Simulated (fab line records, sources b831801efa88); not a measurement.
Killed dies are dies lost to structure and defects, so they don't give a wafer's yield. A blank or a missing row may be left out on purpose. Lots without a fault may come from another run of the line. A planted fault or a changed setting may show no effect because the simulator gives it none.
Which tool did it? | flow gf180mcu | 24 lots, 72 wafers sampled, at 6 steps of a route of 602

WHAT THE GAUGES READ, wafer by wafer
GF_STI_BOW_MEAS_00. Usual: INCOMING_BOW -1 um, standard deviation 6.8.
lot  | measured    | on            | INCOMING_BOW (um) | flag
L074 | day 1 10:00 | film_metro-01 | 2 -14 6           |
L075 | day 1 15:00 | film_metro-01 | 1 9 8             |
L076 | day 1 20:00 | film_metro-02 | 6 -13 -2          |
L077 | day 2 01:00 | film_metro-02 | -3 -5 6           |
L078 | day 2 06:00 | film_metro-03 | -1 -5 1           |
L079 | day 2 11:01 | film_metro-03 | -4 1 -6           |
L080 | day 2 16:00 | film_metro-02 | -2 0 -3           |
L081 | day 2 21:01 | film_metro-02 | -7 3 -17          |
L082 | day 3 02:04 | film_metro-02 | 5 9 -5            |
L083 | day 3 07:01 | film_metro-03 | 10 -12 -4         |
L084 | day 3 12:02 | film_metro-02 | 4 3 0             |
L085 | day 3 17:02 | film_metro-01 | -1 -2 -7          |
L086 | day 3 22:00 | film_metro-03 | -1 0 0            |
L087 | day 4 03:00 | film_metro-03 | -4 0 -8           |
L088 | day 4 08:01 | film_metro-02 | -9 -4 -4          |
L089 | day 4 13:00 | film_metro-03 | 12 -11 2          |
L090 | day 4 18:01 | film_metro-03 | 13 0 -6           |
L091 | day 4 23:00 | film_metro-02 | -5 3 -7           |
L092 | day 5 04:01 | film_metro-02 | 1 8 1             |
L093 | day 5 09:00 | film_metro-02 | -3 -8 9           |
L094 | day 5 14:01 | film_metro-02 | -8 -6 -8          |
L095 | day 5 19:00 | film_metro-02 | 4 -8 -3           |
L096 | day 6 00:01 | film_metro-03 | -12 -4 7          |
L097 | day 6 05:00 | film_metro-02 | 1 7 13            |

GF_CONTACT_THK_MEAS_03. Usual: CONTACT_CVD_02_THK 856 nm, standard deviation 11.
lot  | measured     | on            | CONTACT_CVD_02_THK (nm) | flag
L074 | day 15 00:54 | film_metro-01 | 864 876 884             |
L075 | day 15 11:24 | film_metro-03 | 856 859 862             |
L076 | day 15 19:28 | film_metro-03 | 861 864 877             |
L077 | day 16 03:53 | film_metro-03 | 851 848 869             |
L078 | day 16 12:26 | film_metro-04 | 852 853 864             |
L079 | day 16 23:37 | film_metro-01 | 835 848 850             |
L080 | day 17 07:30 | film_metro-04 | 843 866 848             |
L081 | day 17 17:53 | film_metro-04 | 832 846 849             |
L082 | day 18 03:27 | film_metro-01 | 873 884 860             |
L083 | day 18 14:58 | film_metro-04 | 835 847 853             |
L084 | day 18 18:51 | film_metro-01 | 856 863 870             |
L085 | day 19 02:42 | film_metro-03 | 840 846 862             |
L086 | day 19 14:52 | film_metro-03 | 854 856 870             |
L087 | day 19 22:20 | film_metro-04 | 851 842 855             |
L088 | day 20 06:41 | film_metro-01 | 850 866 870             |
L089 | day 20 17:20 | film_metro-04 | 847 865 872             |
L090 | day 20 23:02 | film_metro-01 | 856 864 872             |
L091 | day 21 10:28 | film_metro-03 | 857 861 873             |
L092 | day 21 15:20 | film_metro-03 | 854 847 866             |
L093 | day 22 01:49 | film_metro-04 | 834 845 869             |
L094 | day 22 09:26 | film_metro-04 | 857 838 868             |
L095 | day 22 15:19 | film_metro-01 | 846 852 865             |
L096 | day 23 01:32 | film_metro-01 | 850 842 868             |
L097 | day 23 07:59 | film_metro-04 | 851 851 857             |

GF_M3_CD_MEAS_14: target cd 280 nm. Usual: cd_nm 280.2 nm, standard deviation 1.1.
lot  | measured     | on        | cd_nm (nm)        | flag
L074 | day 21 04:37 | cd_sem-01 | 280.2 280.6 281.6 |
L075 | day 21 15:58 | cd_sem-01 | 280.4 280.4 280.5 |
L076 | day 22 01:13 | cd_sem-02 | 279.8 280.8 279.3 |
L077 | day 22 09:43 | cd_sem-02 | 278.1 280.5 280.1 |
L078 | day 22 17:31 | cd_sem-01 | 280.4 279.7 280.7 |
L079 | day 23 04:32 | cd_sem-01 | 282.1 281.3 279.9 |
L080 | day 23 11:58 | cd_sem-01 | 280.5 281.5 280.6 |
L081 | day 23 23:02 | cd_sem-02 | 280.7 281.3 281.3 |
L082 | day 24 05:59 | cd_sem-01 | 281.8 282.7 283.2 |
L083 | day 24 17:05 | cd_sem-01 | 279.2 279.8 280.1 |
L084 | day 24 23:31 | cd_sem-02 | 280.1 278.3 279.7 |
L085 | day 25 04:55 | cd_sem-02 | 278.1 279.5 280.9 |
L086 | day 25 16:13 | cd_sem-01 | 278.5 280.1 280.2 |
L087 | day 26 00:01 | cd_sem-02 | 279.2 278.6 279.5 |
L088 | day 26 06:38 | cd_sem-01 | 277.1 278.4 278.5 |
L089 | day 26 15:07 | cd_sem-01 | 280.9 280.7 281.2 |
L090 | day 26 20:32 | cd_sem-01 | 280.0 278.6 278.8 |
L091 | day 27 05:37 | cd_sem-01 | 281.5 281.8 280.6 |
L092 | day 27 12:02 | cd_sem-01 | 280.3 280.6 280.7 |
L093 | day 27 19:19 | cd_sem-02 | 279.9 278.8 278.9 |
L094 | day 28 03:23 | cd_sem-02 | 279.5 280.5 280.4 |
L095 | day 28 04:55 | cd_sem-02 | 280.5 280.5 280.4 |
L096 | day 28 16:20 | cd_sem-02 | 278.8 278.7 279.3 |
L097 | day 28 21:49 | cd_sem-01 | 282.2 282.1 281.0 |

GF_V3_THK_MEAS_01. Usual: V3_CVD_00_THK 599 nm, standard deviation 6.5.
lot  | measured     | on            | V3_CVD_00_THK (nm) | flag
L074 | day 21 05:32 | film_metro-01 | 595 600 601        |
L075 | day 21 16:52 | film_metro-03 | 606 610 596        |
L076 | day 22 02:09 | film_metro-02 | 598 609 602        |
L077 | day 22 10:37 | film_metro-03 | 606 599 601        |
L078 | day 22 18:25 | film_metro-01 | 609 602 610        |
L079 | day 23 05:25 | film_metro-03 | 599 592 593        |
L080 | day 23 12:53 | film_metro-03 | 602 603 591        |
L081 | day 23 23:56 | film_metro-03 | 589 587 588        |
L082 | day 24 07:11 | film_metro-03 | 584 582 587        |
L083 | day 24 18:06 | film_metro-02 | 601 602 598        |
L084 | day 25 00:52 | film_metro-02 | 614 605 613        |
L085 | day 25 06:07 | film_metro-01 | 595 591 593        |
L086 | day 25 17:07 | film_metro-02 | 593 606 598        |
L087 | day 26 00:59 | film_metro-01 | 593 591 593        |
L088 | day 26 07:32 | film_metro-02 | 602 600 604        |
L089 | day 26 16:08 | film_metro-02 | 587 592 599        |
L090 | day 26 21:25 | film_metro-02 | 601 601 598        |
L091 | day 27 06:38 | film_metro-02 | 596 610 600        |
L092 | day 27 13:03 | film_metro-02 | 594 600 605        |
L093 | day 27 20:13 | film_metro-02 | 594 594 592        |
L094 | day 28 04:16 | film_metro-01 | 600 605 601        |
L095 | day 28 05:49 | film_metro-03 | 597 602 599        |
L096 | day 28 17:13 | film_metro-01 | 601 599 608        |
L097 | day 28 22:47 | film_metro-02 | 602 608 602        |

GF_MIM_RS_MEAS_10: measures by four-point-probe. Usual: MIM_ALCU_RS 0.1604 ohm/sq, standard deviation 0.0015.
lot  | measured     | on            | MIM_ALCU_RS (ohm/sq) | flag
L074 | day 24 06:52 | film_metro-01 | 0.1603 0.1617 0.1643 |
L075 | day 24 17:36 | film_metro-01 | 0.1594 0.1604 0.1612 |
L076 | day 25 03:08 | film_metro-02 | 0.1615 0.1611 0.1618 |
L077 | day 25 11:55 | film_metro-02 | 0.1612 0.1621 0.1605 |
L078 | day 25 18:54 | film_metro-02 | 0.1603 0.1612 0.1605 |
L079 | day 26 04:47 | film_metro-02 | 0.1585 0.1581 0.1592 |
L080 | day 26 10:26 | film_metro-02 | 0.1603 0.1605 0.1628 |
L081 | day 26 20:13 | film_metro-02 | 0.1578 0.1572 0.1583 |
L082 | day 27 03:14 | film_metro-02 | 0.1606 0.1613 0.1609 |
L083 | day 27 14:22 | film_metro-01 | 0.1614 0.1587 0.1615 |
L084 | day 27 18:47 | film_metro-04 | 0.1598 0.1619 0.1601 |
L085 | day 28 01:33 | film_metro-04 | 0.1624 0.1611 0.1608 |
L086 | day 28 12:52 | film_metro-02 | 0.1606 0.1611 0.1609 |
L087 | day 28 20:31 | film_metro-01 | 0.1610 0.1603 0.1592 |
L088 | day 29 01:23 | film_metro-04 | 0.1595 0.1583 0.1579 |
L089 | day 29 10:34 | film_metro-02 | 0.1587 0.1604 0.1605 |
L090 | day 29 12:48 | film_metro-04 | 0.1628 0.1620 0.1617 |
L091 | day 29 23:01 | film_metro-04 | 0.1583 0.1599 0.1574 |
L092 | day 30 04:33 | film_metro-01 | 0.1589 0.1586 0.1582 |
L093 | day 30 09:20 | film_metro-01 | 0.1592 0.1595 0.1601 |
L094 | day 30 18:18 | film_metro-04 | 0.1626 0.1627 0.1632 |
L095 | day 30 19:32 | film_metro-04 | 0.1590 0.1599 0.1601 |
L096 | day 31 06:56 | film_metro-04 | 0.1609 0.1620 0.1612 |
L097 | day 31 11:44 | film_metro-04 | 0.1592 0.1617 0.1615 |

WHICH TOOL RAN EACH LOT (tool, then ch and the chambers of the sampled wafers, then the start)
lot  | GF_V2_ETCH_16
L074 | rie_diel-04 ch 0,1, day 20 03:20
L075 | rie_diel-04 ch 0,3, day 20 14:32
L076 | rie_diel-02 ch 0,2,3, day 20 23:38
L077 | rie_diel-02 ch 0,2,3, day 21 08:44
L078 | rie_diel-04 ch 0,3, day 21 16:44
L079 | rie_diel-03 ch 1,2,3, day 22 03:59
L080 | rie_diel-03 ch 0,1,2, day 22 12:08
L081 | rie_diel-03 ch 0,2,3, day 22 22:53
L082 | rie_diel-02 ch 0,2,3, day 23 06:40
L083 | rie_diel-02 ch 0,1,3, day 23 18:02
L084 | rie_diel-04 ch 1,2,3, day 23 22:32
L085 | rie_diel-02 ch 0,1,2, day 24 05:14
L086 | rie_diel-04 ch 1,2,3, day 24 16:56
L087 | rie_diel-02 ch 0,2,3, day 25 00:50
L088 | rie_diel-03 ch 0,2, day 25 07:17
L089 | rie_diel-02 ch 0,3, day 25 16:44
L090 | rie_diel-03 ch 0,2,3, day 25 22:35
L091 | rie_diel-03 ch 0,1,3, day 26 08:05
L092 | rie_diel-02 ch 0,1,3, day 26 14:14
L093 | rie_diel-03 ch 0,2,3, day 26 21:32
L094 | rie_diel-02 ch 0,1,3, day 27 05:29
L095 | rie_diel-02 ch 0,3, day 27 07:59
L096 | rie_diel-02 ch 0,2, day 27 19:11
L097 | rie_diel-04 ch 1,2,3, day 28 01:05
- GF_V2_ETCH_16: etches BARC in N2/H2.

WHAT THE TOOLS THEMSELVES READ (means of the sampled wafers that have a number; where no wafer has one, the mark that the record gives instead)
GF_V2_ETCH_16. Usual: drypump_motor_current_A 5.53 A, standard deviation 0.25; oes_product_au 0.855 a.u., standard deviation 0.0044; throttle_valve_pct 13.226 %, standard deviation 0.0088.
lot  | tool        | drypump_motor_current_A (A) | oes_product_au (a.u.) | throttle_valve_pct (%) | flag
L074 | rie_diel-04 | 5.06                        | 0.854                 | 13.231                 |
L075 | rie_diel-04 | 5.50                        | 0.848                 | 13.225                 |
L076 | rie_diel-02 | 5.59                        | 0.854                 | 13.228                 |
L077 | rie_diel-02 | 5.60                        | 0.857                 | 13.222                 |
L078 | rie_diel-04 | 5.56                        | 0.857                 | 13.220                 |
L079 | rie_diel-03 | 5.57                        | 0.858                 | 13.229                 |
L080 | rie_diel-03 | 5.45                        | 0.855                 | 13.225                 |
L081 | rie_diel-03 | 5.45                        | 0.853                 | 13.226                 |
L082 | rie_diel-02 | 5.61                        | 0.855                 | 13.221                 |
L083 | rie_diel-02 | 5.58                        | 0.858                 | 13.222                 |
L084 | rie_diel-04 | 5.40                        | 0.855                 | 13.221                 |
L085 | rie_diel-02 | 5.55                        | 0.854                 | 13.218                 |
L086 | rie_diel-04 | 5.41                        | 0.851                 | 13.222                 |
L087 | rie_diel-02 | 5.61                        | 0.854                 | 13.222                 |
L088 | rie_diel-03 | 5.38                        | 0.854                 | 13.230                 |
L089 | rie_diel-02 | 5.62                        | 0.853                 | 13.229                 |
L090 | rie_diel-03 | 5.49                        | 0.855                 | 13.232                 |
L091 | rie_diel-03 | 5.42                        | 0.855                 | 13.227                 |
L092 | rie_diel-02 | 5.59                        | 0.858                 | 13.230                 |
L093 | rie_diel-03 | 5.49                        | 0.853                 | 13.235                 |
L094 | rie_diel-02 | 5.59                        | 0.853                 | 13.232                 |
L095 | rie_diel-02 | 5.65                        | 0.855                 | 13.222                 |
L096 | rie_diel-02 | 5.47                        | 0.850                 | 13.229                 |
L097 | rie_diel-04 | 5.40                        | 0.857                 | 13.226                 |

THE ANSWER, worked out from the rows above alone
Rule: a lot is off if the mean of its wafers that have a number lies more than 3 standard deviations from the usual mean. A lot without any number at a reading at which 4 lots or more have one is off too. The other lots that the step has rows for count as sound. The gauges are gone through in route order, then the tools' own readings, and for those a lot's mean is taken as printed above. The first step at which some lot is off is used, and at that step the reading that is off furthest; a lot without a number counts as furthest.
No lot is off at any reading shown: from this, nothing can be told.

WHAT THE SIMULATOR HAD PUT IN
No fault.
